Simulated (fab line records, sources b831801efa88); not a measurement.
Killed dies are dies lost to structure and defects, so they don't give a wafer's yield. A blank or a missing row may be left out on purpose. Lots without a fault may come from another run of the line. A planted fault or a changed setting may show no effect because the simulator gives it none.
One fault seen from 2 desks | flow gf180mcu | each desk has only its own numbers; what lay behind them comes last

THE METROLOGY DESK
What the gauges read, lot by lot, whatever tool the lot ran on: means of the sampled wafers that have a number. A lot is out of limits, marked OUT, if its mean lies more than 4 standard deviations from the usual mean; the brackets give that distance.
Columns: A = CONTACT_CVD_00_THK at GF_CONTACT_THK_MEAS_01, usual 298.8 nm
lot  | first seen here | A
L756 | day 15 20:25    | 295.8
L757 | day 16 08:29    | 297.0
L758 | day 16 16:51    | 298.7
L759 | day 16 23:38    | 294.7
L761 | day 17 15:40    | 298.0
L762 | day 18 01:52    | 299.5
L763 | day 18 09:05    | 302.7
L766 | day 19 12:25    | 303.9
L771 | day 21 08:50    | 296.4
L772 | day 21 21:53    | 303.1
L773 | day 21 23:17    | 299.4
L775 | day 22 16:38    | 300.5
L776 | day 22 21:38    | 298.2
This desk's finding: nothing out of limits on any of the 13 lots.

THE TOOL OWNER'S DESK: plasma_asher-01
The tool's own readings at GF_PSD_STRIP_10 (strips in O2/N2): means of the sampled wafers that have a number, for each lot that ran on this tool. A lot is out of limits, marked OUT, if its mean lies more than 4 standard deviations from the usual mean; the brackets give that distance.
Columns: A = chamber_pressure_mTorr at GF_PSD_STRIP_10, usual 1500.0 mTorr; B = drypump_motor_current_A at GF_PSD_STRIP_10, usual 5.9 A; C = heater_power_w at GF_PSD_STRIP_10, usual 340 W; D = oes_product_au at GF_PSD_STRIP_10, usual 0.592 a.u.; E = platen_temp_c at GF_PSD_STRIP_10, usual 250.01 C; F = strip_time_to_endpoint_s at GF_PSD_STRIP_10, usual 16.53 s
lot  | first seen here | A      | B   | C   | D     | E      | F
L756 | day 14 21:03    | 1499.0 | 5.8 | 355 | 0.592 | 250.20 | 16.60
L757 | day 15 09:06    | 1499.1 | 5.8 | 353 | 0.593 | 249.89 | 16.52
L758 | day 15 17:23    | 1500.6 | 6.3 | 333 | 0.597 | 250.16 | 16.54
L771 | day 20 07:02    | 1499.7 | 6.1 | 343 | 0.594 | 249.94 | 16.50
This desk's finding: nothing out of limits on any of the 4 lots.

PUT TOGETHER
The metrology desk saw nothing out of limits.
The tool owner's desk saw nothing out of limits.

WHAT THE SIMULATOR HAD PUT IN
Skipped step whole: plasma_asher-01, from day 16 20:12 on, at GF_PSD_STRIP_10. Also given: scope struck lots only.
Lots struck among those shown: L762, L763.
